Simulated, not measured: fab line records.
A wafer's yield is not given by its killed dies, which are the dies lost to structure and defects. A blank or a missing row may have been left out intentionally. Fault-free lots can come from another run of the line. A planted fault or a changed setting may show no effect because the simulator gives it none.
8D (eight disciplines) problem report, filled in by code :: flow gf180mcu :: the parts of the form that need people (team, actions taken, sign-off) are left out

== 1. WHAT WENT WRONG ==
Mean of heater_power_total_W at GF_V3_PEB_12: 87.59 W across 2 wafers in 2 lots; on wafers with no fault it is 85.70 W (standard deviation 0.082). Measured from the usual mean, that is +23 standard deviations.
The step: peb time 90 s.
Earliest sighting: wafer L505.6 on litho_track-02 at day 26 14:46. The record has a number at this step for 38 wafers belonging to 13 lots. Rule for "out", or "out of limits": more than 4 standard deviations from the usual mean. The other wafers with a number count as sound.

== 2. WHAT IT IS, WHAT IT ISN'T ==
question: which readings at this step
is: heater_power_total_W
is not: -

question: which lots
is: L505, L510
is not: L493, L494, L496, L497, L500, L501, L502, L506, L513, L514, L516

question: which wafers of those lots
is: L505.6, L510.6
is not: L505.4, L510.3, L510.5

question: read on which tools
is: litho_track-02
is not: litho_track-01, litho_track-03

question: when
is: from day 26 14:46
is not: up to then (22 sound wafers); but 14 sound wafers of L506, L510, L513, L514, L516 came after

== 3. THE SUSPECTS, EACH WITH WHAT RULES IT OUT ==
Counting: a tool at a process step up to the reading stays a suspect if it ran every lot that is out. Sound lots after the first of them don't rule it out here, since some wafers of a struck lot are sound.
- pvd_sputter-02 at GF_V2_SPUTTER_22 (material TiN, target thk 10 nm, time 40 s): kept. It ran every lot that is out, first L505 (day 24 17:35); its last sound lot up to then is L502 (day 24 00:19).
- litho_track-02 at GF_V3_PEB_12 (peb time 90 s): kept. It ran every lot that is out, first L505 (day 26 14:46); its last sound lot up to then is L502 (day 25 21:02). Its own heater_power_total_W readings are out on those wafers.
Remaining after the count are pvd_sputter-02 at GF_V2_SPUTTER_22 and litho_track-02 at GF_V3_PEB_12.

== 4. THE CAUSE (what the simulator had put in) ==
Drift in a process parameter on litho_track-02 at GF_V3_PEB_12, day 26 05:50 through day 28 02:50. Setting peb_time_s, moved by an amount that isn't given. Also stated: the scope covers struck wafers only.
This tool is one of the 2 suspects left after counting.

== 5. THE EFFECT CHAIN, in route order ==
Each row: a reading where the mean over the struck wafers with a number is more than 3 standard deviations away from the usual. Only readings for which the record gives a usual standard deviation are gone through. hours: the time from each lot's start at the first step in this table that gives one to its start at this step, as a median over the lots. sigmas: the change in usual standard deviations.
hours: 0
step: GF_V3_PEB_12
reading: heater_power_total_W
usual: 85.70 W
on struck wafers: 87.59
change: +1.89
sigmas: +23
The process steps in it:
- GF_V3_PEB_12: peb time 90 s.
Readings that are blank on the struck wafers while sound wafers have them: plate_temp_C at GF_V3_PEB_12.

== 6. WHAT WOULD HAVE CAUGHT IT SOONER ==
First out-of-limits reading in this record: day 26 14:46, which is 9 hours after fault onset at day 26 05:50.
